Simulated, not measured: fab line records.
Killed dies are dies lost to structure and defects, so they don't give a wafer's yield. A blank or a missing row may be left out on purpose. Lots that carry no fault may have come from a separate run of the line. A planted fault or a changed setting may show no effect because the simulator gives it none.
Which of the tools did it? + flow gf180mcu + 24 lots with 72 wafers sampled at 6 steps, on a route of 602 steps

## WHAT EACH GAUGE READ, for each wafer
GF_VT_IMPLANT_TW_MEAS_43.
| lot  | measured     | on           | VT_IMPLANT_4_TW |
|------|--------------|--------------|-----------------|
| L074 | day 7 11:47  | filmMetro-02 | 691 693 695     |
| L075 | day 7 18:34  | filmMetro-02 | 694 694 694     |
| L076 | day 8 01:41  | filmMetro-02 | 687 692 694     |
| L077 | day 8 09:30  | filmMetro-04 | 691 693 691     |
| L078 | day 8 17:43  | filmMetro-01 | 691 693 689     |
| L079 | day 8 23:15  | filmMetro-02 | 694 693 694     |
| L080 | day 9 07:13  | filmMetro-02 | 695 700 700     |
| L081 | day 9 12:34  | filmMetro-02 | 692 697 701     |
| L082 | day 9 20:13  | filmMetro-01 | 696 693 693     |
| L083 | day 10 02:26 | filmMetro-02 | 694 698 693     |
| L084 | day 10 11:10 | filmMetro-02 | 689 693 694     |
| L085 | day 10 14:46 | filmMetro-01 | 695 696 697     |
| L086 | day 10 22:49 | filmMetro-01 | 698 695 695     |
| L087 | day 11 04:52 | filmMetro-01 | 698 695 698     |
| L088 | day 11 10:35 | filmMetro-02 | 694 688 693     |
| L089 | day 11 18:47 | filmMetro-01 | 697 694 694     |
| L090 | day 12 02:11 | filmMetro-02 | 688 685 687     |
| L091 | day 12 07:07 | filmMetro-02 | 689 692 688     |
| L092 | day 12 15:16 | filmMetro-02 | 693 688 691     |
| L093 | day 12 20:11 | filmMetro-01 | 702 695 699     |
| L094 | day 13 03:55 | filmMetro-01 | 694 693 695     |
| L095 | day 13 11:44 | filmMetro-02 | 690 691 687     |
| L096 | day 13 19:20 | filmMetro-01 | 690 696 693     |
| L097 | day 13 22:25 | filmMetro-04 | 689 684 689     |

GF_HV_LDD_THK_MEAS_55.
| lot  | measured     | on           | HV_LDD_CVD_54_THK (nm) |
|------|--------------|--------------|------------------------|
| L074 | day 12 09:41 | filmMetro-01 | 9.99 9.94 9.91         |
| L075 | day 12 16:02 | filmMetro-04 | 9.82 9.81 9.90         |
| L076 | day 13 01:46 | filmMetro-04 | 9.88 9.84 9.98         |
| L077 | day 13 10:47 | filmMetro-01 | 10.01 10.15 10.06      |
| L078 | day 13 18:28 | filmMetro-01 | 10.10 10.14 10.06      |
| L079 | day 14 04:57 | filmMetro-04 | 9.99 10.08 10.02       |
| L080 | day 14 13:59 | filmMetro-01 | 9.70 9.65 9.71         |
| L081 | day 14 22:35 | filmMetro-04 | 10.04 9.85 9.94        |
| L082 | day 15 05:15 | filmMetro-03 | 9.71 9.74 9.83         |
| L083 | day 15 12:41 | filmMetro-01 | 10.21 10.18 10.19      |
| L084 | day 15 21:47 | filmMetro-04 | 9.85 9.97 9.98         |
| L085 | day 16 02:16 | filmMetro-03 | 9.99 9.99 10.18        |
| L086 | day 16 17:29 | filmMetro-04 | 10.21 10.10 10.17      |
| L087 | day 16 22:15 | filmMetro-03 | 9.86 9.89 9.95         |
| L088 | day 17 05:35 | filmMetro-03 | 9.95 9.86 9.93         |
| L089 | day 17 12:33 | filmMetro-03 | 10.01 10.14 10.11      |
| L090 | day 17 21:49 | filmMetro-03 | 9.84 9.96 9.89         |
| L091 | day 18 04:43 | filmMetro-03 | 10.12 9.89 9.89        |
| L092 | day 18 12:34 | filmMetro-04 | 10.24 10.50 10.43      |
| L093 | day 18 18:39 | filmMetro-01 | 10.10 10.18 10.17      |
| L094 | day 19 06:20 | filmMetro-03 | 10.10 10.04 10.01      |
| L095 | day 19 13:56 | filmMetro-01 | 9.91 10.01 9.96        |
| L096 | day 19 19:51 | filmMetro-01 | 9.81 9.88 9.98         |
| L097 | day 20 02:37 | filmMetro-01 | 10.28 10.24 10.13      |

GF_M3_RS_MEAS_05: measures by four-point-probe.
| lot  | measured     | on           | M3_ALCU_RS (ohm/sq)  |
|------|--------------|--------------|----------------------|
| L074 | day 20 07:08 | filmMetro-01 | 0.0702 0.0696 0.0694 |
| L075 | day 20 14:11 | filmMetro-02 | 0.0684 0.0691 0.0684 |
| L076 | day 21 02:48 | filmMetro-01 | 0.0703 0.0705 0.0706 |
| L077 | day 21 15:27 | filmMetro-01 | 0.0684 0.0681 0.0675 |
| L078 | day 21 22:01 | filmMetro-04 | 0.0701 0.0707 0.0707 |
| L079 | day 22 09:05 | filmMetro-02 | 0.0689 0.0693 0.0686 |
| L080 | day 22 19:55 | filmMetro-01 | 0.0691 0.0691 0.0693 |
| L081 | day 23 06:55 | filmMetro-02 | 0.0706 0.0696 0.0705 |
| L082 | day 23 13:41 | filmMetro-04 | 0.0704 0.0707 0.0699 |
| L083 | day 23 19:53 | filmMetro-02 | 0.0696 0.0703 0.0700 |
| L084 | day 24 06:52 | filmMetro-02 | 0.0696 0.0694 0.0699 |
| L085 | day 24 08:23 | filmMetro-01 | 0.0709 0.0693 0.0700 |
| L086 | day 25 02:59 | filmMetro-02 | 0.0697 0.0691 0.0693 |
| L087 | day 25 04:15 | filmMetro-02 | 0.0696 0.0698 0.0696 |
| L088 | day 25 12:03 | filmMetro-01 | 0.0703 0.0702 0.0703 |
| L089 | day 25 17:47 | filmMetro-01 | 0.0699 0.0694 0.0699 |
| L090 | day 26 03:47 | filmMetro-04 | 0.0706 0.0711 0.0704 |
| L091 | day 26 08:01 | filmMetro-02 | 0.0694 0.0691 0.0697 |
| L092 | day 26 16:17 | filmMetro-04 | 0.0711 0.0706 0.0711 |
| L093 | day 26 22:04 | filmMetro-04 | 0.0701 0.0695 0.0702 |
| L094 | day 27 07:17 | filmMetro-04 | 0.0684 0.0684 0.0690 |
| L095 | day 27 11:02 | filmMetro-01 | 0.0699 0.0700 0.0700 |
| L096 | day 27 18:03 | filmMetro-01 | 0.0700 0.0695 0.0699 |
| L097 | day 28 00:08 | filmMetro-04 | 0.0713 0.0718 0.0715 |

GF_M3_THK_MEAS_06: measures by xrf.
| lot  | measured     | on           | M3_ALCU_THK (nm) |
|------|--------------|--------------|------------------|
| L074 | day 20 07:16 | filmMetro-01 | 450 453 457      |
| L075 | day 20 14:19 | filmMetro-02 | 471 463 468      |
| L076 | day 21 02:55 | filmMetro-01 | 448 447 447      |
| L077 | day 21 15:34 | filmMetro-01 | 458 462 466      |
| L078 | day 21 22:08 | filmMetro-04 | 449 444 445      |
| L079 | day 22 09:11 | filmMetro-02 | 464 461 465      |
| L080 | day 22 20:02 | filmMetro-01 | 463 458 460      |
| L081 | day 23 07:02 | filmMetro-02 | 455 458 452      |
| L082 | day 23 13:48 | filmMetro-04 | 443 444 448      |
| L083 | day 23 20:00 | filmMetro-02 | 460 457 456      |
| L084 | day 24 06:59 | filmMetro-02 | 457 456 454      |
| L085 | day 24 08:31 | filmMetro-01 | 443 450 447      |
| L086 | day 25 03:07 | filmMetro-02 | 459 460 462      |
| L087 | day 25 04:22 | filmMetro-02 | 459 460 460      |
| L088 | day 25 12:10 | filmMetro-01 | 450 453 452      |
| L089 | day 25 17:53 | filmMetro-01 | 455 458 455      |
| L090 | day 26 03:55 | filmMetro-04 | 445 444 448      |
| L091 | day 26 08:08 | filmMetro-02 | 458 460 460      |
| L092 | day 26 16:24 | filmMetro-04 | 445 446 443      |
| L093 | day 26 22:11 | filmMetro-04 | 448 453 447      |
| L094 | day 27 07:24 | filmMetro-04 | 458 457 452      |
| L095 | day 27 11:08 | filmMetro-01 | 451 450 452      |
| L096 | day 27 18:10 | filmMetro-01 | 449 452 450      |
| L097 | day 28 00:15 | filmMetro-04 | 438 434 437      |

## TOOL THAT RAN EACH LOT (tool first, then ch and the chambers of the sampled wafers, then the start)
| lot  | GF_V2_SPUTTER_22            | GF_M3_SPUTTER_02            |
|------|-----------------------------|-----------------------------|
| L074 | pvdSputter-02, day 20 06:16 | pvdSputter-04, day 20 07:03 |
| L075 | pvdSputter-04, day 20 13:20 | pvdSputter-01, day 20 14:06 |
| L076 | pvdSputter-01, day 21 01:56 | pvdSputter-01, day 21 02:41 |
| L077 | pvdSputter-01, day 21 14:36 | pvdSputter-03, day 21 15:22 |
| L078 | pvdSputter-02, day 21 21:09 | pvdSputter-01, day 21 21:55 |
| L079 | pvdSputter-04, day 22 08:11 | pvdSputter-03, day 22 08:58 |
| L080 | pvdSputter-01, day 22 19:04 | pvdSputter-01, day 22 19:49 |
| L081 | pvdSputter-01, day 23 06:03 | pvdSputter-01, day 23 06:49 |
| L082 | pvdSputter-01, day 23 12:50 | pvdSputter-01, day 23 13:35 |
| L083 | pvdSputter-04, day 23 19:02 | pvdSputter-01, day 23 19:47 |
| L084 | pvdSputter-01, day 24 06:01 | pvdSputter-03, day 24 06:46 |
| L085 | pvdSputter-02, day 24 07:32 | pvdSputter-01, day 24 08:18 |
| L086 | pvdSputter-01, day 25 02:08 | pvdSputter-03, day 25 02:54 |
| L087 | pvdSputter-01, day 25 03:24 | pvdSputter-04, day 25 04:10 |
| L088 | pvdSputter-02, day 25 11:11 | pvdSputter-03, day 25 11:56 |
| L089 | pvdSputter-04, day 25 16:53 | pvdSputter-01, day 25 17:39 |
| L090 | pvdSputter-01, day 26 02:56 | pvdSputter-04, day 26 03:42 |
| L091 | pvdSputter-04, day 26 07:10 | pvdSputter-01, day 26 07:56 |
| L092 | pvdSputter-04, day 26 15:26 | pvdSputter-01, day 26 16:11 |
| L093 | pvdSputter-04, day 26 21:13 | pvdSputter-01, day 26 21:59 |
| L094 | pvdSputter-01, day 27 06:26 | pvdSputter-04, day 27 07:11 |
| L095 | pvdSputter-02, day 27 10:10 | pvdSputter-01, day 27 10:55 |
| L096 | pvdSputter-02, day 27 17:11 | pvdSputter-01, day 27 17:56 |
| L097 | pvdSputter-02, day 27 23:16 | pvdSputter-01, day 28 00:02 |
- GF_V2_SPUTTER_22: material TiN, target thk 10 nm, time 40 s.
- GF_M3_SPUTTER_02: material AlCu, target thk 450 nm, time 23.9 s.

## WHAT THE TOOLS THEMSELVES READ (means of the sampled wafers that have a number; where no wafer has one, the mark that the record gives instead)
GF_V2_SPUTTER_22.
| lot  | tool          | throttleValvePct (%) |
|------|---------------|----------------------|
| L074 | pvdSputter-02 | 29.9                 |
| L075 | pvdSputter-04 | 29.9                 |
| L076 | pvdSputter-01 | 28.5                 |
| L077 | pvdSputter-01 | 29.0                 |
| L078 | pvdSputter-02 | 30.1                 |
| L079 | pvdSputter-04 | 28.4                 |
| L080 | pvdSputter-01 | 28.3                 |
| L081 | pvdSputter-01 | 30.2                 |
| L082 | pvdSputter-01 | 29.2                 |
| L083 | pvdSputter-04 | 29.5                 |
| L084 | pvdSputter-01 | 30.4                 |
| L085 | pvdSputter-02 | 30.5                 |
| L086 | pvdSputter-01 | 30.4                 |
| L087 | pvdSputter-01 | 29.7                 |
| L088 | pvdSputter-02 | 30.3                 |
| L089 | pvdSputter-04 | 29.5                 |
| L090 | pvdSputter-01 | 29.0                 |
| L091 | pvdSputter-04 | 29.3                 |
| L092 | pvdSputter-04 | 29.4                 |
| L093 | pvdSputter-04 | 29.9                 |
| L094 | pvdSputter-01 | 30.0                 |
| L095 | pvdSputter-02 | 30.4                 |
| L096 | pvdSputter-02 | 29.9                 |
| L097 | pvdSputter-02 | 29.9                 |

GF_M3_SPUTTER_02.
| lot  | tool          | throttleValvePct (%) |
|------|---------------|----------------------|
| L074 | pvdSputter-04 | 29.5                 |
| L075 | pvdSputter-01 | 29.9                 |
| L076 | pvdSputter-01 | 29.8                 |
| L077 | pvdSputter-03 | 30.7                 |
| L078 | pvdSputter-01 | 29.9                 |
| L079 | pvdSputter-03 | 30.5                 |
| L080 | pvdSputter-01 | 30.0                 |
| L081 | pvdSputter-01 | 30.2                 |
| L082 | pvdSputter-01 | 29.4                 |
| L083 | pvdSputter-01 | 29.0                 |
| L084 | pvdSputter-03 | 30.2                 |
| L085 | pvdSputter-01 | 29.4                 |
| L086 | pvdSputter-03 | 30.5                 |
| L087 | pvdSputter-04 | 29.8                 |
| L088 | pvdSputter-03 | 30.3                 |
| L089 | pvdSputter-01 | 29.0                 |
| L090 | pvdSputter-04 | 28.6                 |
| L091 | pvdSputter-01 | 28.9                 |
| L092 | pvdSputter-01 | 30.0                 |
| L093 | pvdSputter-01 | 29.1                 |
| L094 | pvdSputter-04 | 28.9                 |
| L095 | pvdSputter-01 | 29.9                 |
| L096 | pvdSputter-01 | 30.0                 |
| L097 | pvdSputter-01 | 30.5                 |

## THE ANSWER, worked out from the rows above alone
Rule: what is usual is taken from the lots themselves. The widest of any qualifying gaps counts: lots, ordered by their means at a reading, are off when they make up no more than a third of the lots, leave a main group of 4 or more, and stand apart from it by 3 or more times the standard deviation of that group's means. If all means in a main group match to the digits the tables above print for the reading, that group is not used. Also off: a lot with no number at a reading for which 4 or more lots have one. Any other lot the step has rows for is counted as sound. The gauges are gone through in route order, then the tools' own readings, and for those a lot's mean is taken as printed above. The first step at which some lot is off is used, and at that step the reading that is off furthest; a lot without a number counts as furthest.
No lot is off at any reading shown: from this, nothing can be told.

## WHAT WAS PUT IN BY THE SIMULATOR
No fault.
